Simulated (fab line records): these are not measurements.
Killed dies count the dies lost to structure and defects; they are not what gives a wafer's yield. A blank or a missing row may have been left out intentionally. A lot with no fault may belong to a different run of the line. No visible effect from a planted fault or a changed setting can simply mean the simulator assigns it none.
fab line records | flow sky130 | part 2 of 2: steps 44 to 44 of 44
record lots=5 | wafers=15 | lastDay=49
route steps=708 shown LDD_LDN@292 SPACER@304 POLY_CUT@307 SD_P@320 RES_XHIGH@332 SALICIDE@361 PAD_OPEN@708
lots with no fault: from the same line, run without faults
startH: hours from the record's first day to the start of the lot's first wafer shown | waitH: time in hours since the lot's previous step | " as in the row above | L1.1+2: a single row standing in for several wafers | - no value present, or no start provided | * or withheld: withheld | < > ~ a bound
route shown NAME@n: NAME is a module with steps in the file, n the number in the route of the first one | usual: mean/standard deviation taken from wafers without a fault | same: alike in all rows | chamber/n: place in a boat | sites: readings site by site | _std_site: standard deviation across them | _edge_site: outer sites' mean less inner sites' | radiusMm: for every site, how far away it sits from the centre of the wafer | mask NAME#n: copy n | behind: the tool/chamber that last shaped the wafer | hold: reason for holding the lot/hours on hold/outcome of the hold | device: which transistor (n, p or np) failed to switch | end of line: tests of these same wafers at the route's end | a step with no rows: only its recipe | killed: at the first sort, the dies lost to defects and structure; wafer yield is something else | map: per-die view of a wafer (x killed, . not killed, _ where there is no die)
set.NAME: the setting that was run; set.NAME@STEP: the one run at that earlier step | model.NAME: the simulator's own value behind a step, which no gauge read
lots seen at some steps along the route; tables by step, rows by wafer
services: from which hour (startH, from the record's first day; less than 0 if before it) a tool's chamber was out of use, for how many hours, and why
## steps
# step SKY_PAD_OPEN_PROBE_99
# usual killed_at_M0_to_M3=45/6.9 | killed_at_M4_up=3.0/1.7 | killedAtContacts=25/5.6 | killedAtFrontEnd=15/4.2 | killedAtOther=0.3/0.55 | killedDies=89/9.6 | killedOnRim=18/4 | killedOpen=49/7.2 | killedShort=39/6.5
# same grossDies=492 | killedAtBackSide=0
lot.wafer | tool      | chamber | startH  | waitH | killed_at_M0_to_M3 | killed_at_M4_up | killedAtContacts | killedAtFrontEnd | killedAtOther | killedDies | killedOnRim | killedOpen | killedShort | model.etest.pfet_01v8.rOnOhmUm | model.etest.pfetG5v0d10v5.rOnOhmUm | model.etest.nfetG5v0d10v5.rOnOhmUm | model.etest.sonosUncharged.rOnOhmUm | model.etest.resPdiff.lineOhmUm | model.etest.pfet_01v8.driveUaUm | model.etest.nfet_01v8_lvt.driveUaUm | model.etest.sramPfetLatch.driveUaUm
L351.1    | prober-02 | -       | 1080.99 | 0.1   | 47                 | 1               | 31               | 25               | 0             | 104        | 16          | 56         | 48          | 2952                           | 4814                               | 1909                               | 826                                 | 1372                           | 191.2                           | 583.6                               | 141.5
L351.2    | prober-02 | -       | 1081.04 | 0.1   | 58                 | 2               | 19               | 12               | 0             | 91         | 16          | 50         | 41          | 2883                           | 4745                               | 1865                               | 820.6                               | 1385                           | 192.6                           | 571.4                               | 141.9
L351.3    | prober-02 | -       | 1081.09 | 0.2   | 60                 | 3               | 30               | 14               | 0             | 107        | 15          | 60         | 47          | 2878                           | 4720                               | 1884                               | 822.6                               | 1382                           | 195.7                           | 589.2                               | 143.6
L354.3    | prober-01 | -       | 1105.56 | 0.2   | 41                 | 5               | 23               | 16               | 0             | 85         | 16          | 40         | 45          | 2861                           | 4778                               | 1882                               | 822                                 | 1360                           | 196.5                           | 586.7                               | 144.8
L354.4    | prober-01 | -       | 1105.61 | 0.2   | 35                 | 4               | 25               | 11               | 0             | 75         | 9           | 44         | 31          | 2914                           | 4797                               | 1894                               | 817.1                               | 1368                           | 191.4                           | 582.8                               | 138.7
L354.6    | prober-01 | -       | 1105.71 | 0.2   | 43                 | 1               | 21               | 10               | 0             | 75         | 17          | 48         | 27          | 2900                           | 4857                               | 1914                               | 823.8                               | 1372                           | 190.3                           | 577.5                               | 139.1
L358.1    | prober-02 | -       | 1131.65 | 0.1   | 46                 | 2               | 34               | 14               | 0             | 96         | 12          | 63         | 33          | 2973                           | 4813                               | 1884                               | 811.1                               | 1336                           | 188                             | 565.8                               | 142.9
L358.3    | prober-02 | -       | 1131.75 | 0.2   | 44                 | 4               | 38               | 14               | 1             | 101        | 21          | 54         | 47          | 2917                           | 4807                               | 1865                               | 820.1                               | 1358                           | 191.7                           | 572.5                               | 139.6
L358.5    | prober-02 | -       | 1131.85 | 0.2   | 34                 | 1               | 23               | 21               | 1             | 80         | 14          | 48         | 32          | 2925                           | 4787                               | 1850                               | 820.8                               | 1369                           | 193.4                           | 584                                 | 146.6
L362.1    | prober-02 | -       | 1150.21 | 0.1   | 41                 | 3               | 17               | 12               | 0             | 73         | 12          | 41         | 31          | 2867                           | 4751                               | 1888                               | 838.1                               | 1380                           | 196.3                           | 570.8                               | 142.9
L362.2    | prober-02 | -       | 1150.26 | 0.1   | 49                 | 1               | 20               | 18               | 1             | 89         | 15          | 49         | 39          | 2820                           | 4812                               | 1891                               | 821.7                               | 1385                           | 197                             | 561.4                               | 148.8
L362.3    | prober-02 | -       | 1150.31 | 0.2   | 48                 | 2               | 31               | 18               | 1             | 100        | 15          | 60         | 37          | 2863                           | 4850                               | 1900                               | 811.5                               | 1356                           | 193.3                           | 555.2                               | 145.2
L365.3    | prober-01 | -       | 1165.99 | 0.2   | 28                 | 1               | 21               | 11               | 0             | 61         | 12          | 30         | 31          | 2494                           | 4619                               | 1816                               | 736.8                               | 1337                           | 228.3                           | 609.1                               | 175.9
L365.4    | prober-01 | -       | 1166.04 | 0.2   | 54                 | 6               | 27               | 14               | 0             | 101        | 19          | 56         | 45          | 2521                           | 4633                               | 1857                               | 745.6                               | 1301                           | 227.4                           | 597.3                               | 169
L365.6    | prober-01 | -       | 1166.14 | 0.2   | 47                 | 0               | 19               | 11               | 0             | 77         | 18          | 42         | 35          | 2508                           | 4664                               | 1831                               | 750.3                               | 1315                           | 233.2                           | 611.6                               | 174.9
# killed by level:class
L351.1 VIA1:geometricParticle:open=15 FIELD_ISO:geometricParticle:short=13 VIA2:geometricParticle:open=9 CONTACT:geometricParticle:short=8 CONTACT:geometricParticle:open=8 FIELD_ISO:geometricParticle:open=7 LI_CONTACT:geometricParticle:open=7 VIA3:geometricParticle:open=5
L351.2 VIA1:geometricParticle:open=11 METAL1:geometricParticle:short=10 CONTACT:geometricParticle:open=9 VIA3:geometricParticle:open=9 VIA2:geometricParticle:open=8 METAL1:geometricParticle:open=5 VIA1:geometricParticle:short=5 POLY_GATE:geometricParticle:short=4
L351.3 CONTACT:geometricParticle:open=12 VIA3:geometricParticle:open=12 METAL2:geometricParticle:short=11 VIA2:geometricParticle:open=9 VIA1:geometricParticle:open=9 FIELD_ISO:geometricParticle:open=6 LI_CONTACT:geometricParticle:open=6 FIELD_ISO:geometricParticle:short=5
L354.3 VIA2:geometricParticle:open=9 METAL1:geometricParticle:short=8 CONTACT:geometricParticle:open=7 LI_CONTACT:geometricParticle:short=5 METAL2:geometricParticle:short=5 LI_CONTACT:geometricParticle:open=4 CONTACT:geometricParticle:short=4 VIA1:geometricParticle:open=4
L354.4 CONTACT:geometricParticle:open=10 VIA3:geometricParticle:open=8 VIA2:geometricParticle:open=7 VIA1:geometricParticle:open=5 LOCAL_INTERCONNECT:geometricParticle:short=4 FIELD_ISO:geometricParticle:short=4 LI_CONTACT:geometricParticle:open=4 CONTACT:geometricParticle:short=4
L354.6 VIA1:geometricParticle:open=14 LI_CONTACT:geometricParticle:open=8 VIA2:geometricParticle:open=6 VIA3:geometricParticle:open=6 CONTACT:geometricParticle:open=5 METAL1:geometricParticle:short=4 FIELD_ISO:geometricParticle:short=4 VIA1:geometricParticle:short=3
L358.1 CONTACT:geometricParticle:open=10 VIA1:geometricParticle:open=10 VIA2:geometricParticle:open=9 LI_CONTACT:geometricParticle:open=9 VIA3:geometricParticle:open=9 LOCAL_INTERCONNECT:geometricParticle:short=6 VIA1:geometricParticle:short=5 LI_CONTACT:geometricParticle:short=5
L358.3 CONTACT:geometricParticle:open=12 LI_CONTACT:geometricParticle:open=10 LOCAL_INTERCONNECT:geometricParticle:short=10 VIA1:geometricParticle:open=8 VIA2:geometricParticle:open=7 VIA3:geometricParticle:open=7 VIA1:geometricParticle:short=6 POLY_GATE:geometricParticle:short=5
L358.5 VIA1:geometricParticle:open=14 CONTACT:geometricParticle:short=7 LI_CONTACT:geometricParticle:open=7 FIELD_ISO:geometricParticle:open=6 CONTACT:geometricParticle:open=6 FIELD_ISO:geometricParticle:short=5 METAL2:geometricParticle:short=5 POLY_GATE:geometricParticle:open=4
L362.1 CONTACT:geometricParticle:open=8 VIA3:geometricParticle:open=8 METAL2:geometricParticle:short=7 VIA1:geometricParticle:open=6 VIA1:geometricParticle:short=4 METAL2:geometricParticle:open=4 VIA2:geometricParticle:open=4 FIELD_ISO:geometricParticle:short=3
L362.2 VIA1:geometricParticle:open=11 VIA3:geometricParticle:open=9 CONTACT:geometricParticle:open=8 METAL1:geometricParticle:short=7 LI_CONTACT:geometricParticle:open=5 METAL2:geometricParticle:short=5 VIA2:geometricParticle:open=5 FIELD_ISO:geometricParticle:short=4
L362.3 LI_CONTACT:geometricParticle:open=14 VIA1:geometricParticle:short=8 CONTACT:geometricParticle:open=8 VIA1:geometricParticle:open=8 METAL3:geometricParticle:short=7 VIA2:geometricParticle:open=6 VIA3:geometricParticle:open=6 CONTACT:geometricParticle:short=5
L365.3 CONTACT:geometricParticle:open=11 METAL1:geometricParticle:short=5 CONTACT:geometricParticle:short=4 VIA1:geometricParticle:short=4 VIA1:geometricParticle:open=4 POLY_GATE:geometricParticle:short=3 VIA2:geometricParticle:open=3 METAL3:geometricParticle:short=3
L365.4 VIA1:geometricParticle:open=15 LI_CONTACT:geometricParticle:open=8 CONTACT:geometricParticle:open=8 VIA3:geometricParticle:short=7 VIA3:geometricParticle:open=6 METAL2:geometricParticle:short=6 CONTACT:geometricParticle:short=5 VIA2:geometricParticle:open=5
L365.6 VIA1:geometricParticle:open=8 METAL1:geometricParticle:short=6 VIA3:geometricParticle:open=6 METAL2:geometricParticle:short=6 VIA2:geometricParticle:open=6 LI_CONTACT:geometricParticle:open=5 LOCAL_INTERCONNECT:geometricParticle:short=4 CONTACT:geometricParticle:short=4
## services
tool           | chamber | startH | hours | kind
plasmaAsher-03 | -       | 510.57 | 2.8   | pm
rieDiel-02     | 3       | 515.80 | 20.8  | repair
rieDiel-01     | 1       | 545.22 | 12.4  | repair
rieDiel-04     | 2       | 552.23 | 3.4   | repair
plasmaAsher-02 | -       | 559.34 | 2.8   | pm
rieDiel-03     | 0       | 568.64 | 2.9   | repair
rieDiel-04     | 3       | 601.84 | 13.1  | repair
plasmaAsher-02 | -       | 604.04 | 1.7   | repair
rieDiel-03     | 1       | 614.48 | 3.2   | repair
rieDiel-01     | -       | 615.31 | 0.7   | repair
rieDiel-02     | 2       | 632.60 | 3.4   | repair
plasmaAsher-04 | -       | 648.97 | 0.6   | repair
rieDiel-01     | 1       | 653.07 | 23.7  | repair
plasmaAsher-01 | -       | 656.79 | 1.9   | repair
plasmaAsher-01 | -       | 661.35 | 1.1   | repair
rieDiel-01     | -       | 668.40 | 15.6  | pm
rieDiel-03     | 2       | 677.78 | 10.6  | repair
rieDiel-04     | -       | 704.32 | 1.8   | repair
rieDiel-01     | -       | 717.63 | 0.6   | repair
rieDiel-04     | 1       | 725.24 | 15.6  | repair
rieDiel-04     | 2       | 730.34 | 5.1   | repair
plasmaAsher-03 | -       | 733.75 | 9.0   | pm
rieDiel-02     | 0       | 765.48 | 2.8   | repair
plasmaAsher-04 | -       | 770.17 | 4.3   | pm
## key
firstSign step=SKY_SPACER_CVD_00 | reading=susceptorTempC | direction=down | sigmas=38 | usual=* | struck=*
effect step=SKY_SPACER_CVD_00 | reading=spikeTcCentreC | direction=down | sigmas=12 | usual=772.1 | struck=758.8
effect step=SKY_SPACER_THK_MEAS_01 | reading=SPACER_CVD_00_THK | direction=down | sigmas=23 | usual=43.1 | struck=33.1
effect step=SKY_SPACER_ETCHBACK_02 | reading=oesProductAu | direction=down | sigmas=15 | usual=0.855 | struck=0.749
modelEffect step=SKY_SPACER_CVD_00 | value=Si3N4_of_SPACER_CVD_00.thkNm | without=43.18 | struck=33.07
modelEffect step=SKY_SPACER_ETCHBACK_02 | value=etch.depthNm | without=43.18 | struck=33.07
modelEffect step=SKY_SALICIDE_CLEAN_00 | value=Si3N4_of_SPACER_CVD_00.thkNm | without=42.2 | struck=32.09
modelEffect step=SKY_PAD_OPEN_PROBE_99 | value=etest.pfet_01v8.rOnOhmUm | without=2821 | struck=2508
metAt SKY_SPACER_CVD_00
struckWafers L365.3,L365.4,L365.6
testerLeftOut L365
fault kind=processParameterDrift | tool=lpcvd-02 | chamber=0 | onsetH=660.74 | steps=SKY_SPACER_CVD_00 | channel=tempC | offset=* | shape=step | endH=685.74 | actsIn=* | stated=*
# testerLeftOut: of these lots the tester's yield and bins aren't shown, on N5 and GAA mostly nor the transistor test; their killed dies are dies lost to structure and defects alone, not to doping, threshold or leakage, so they don't give the yield
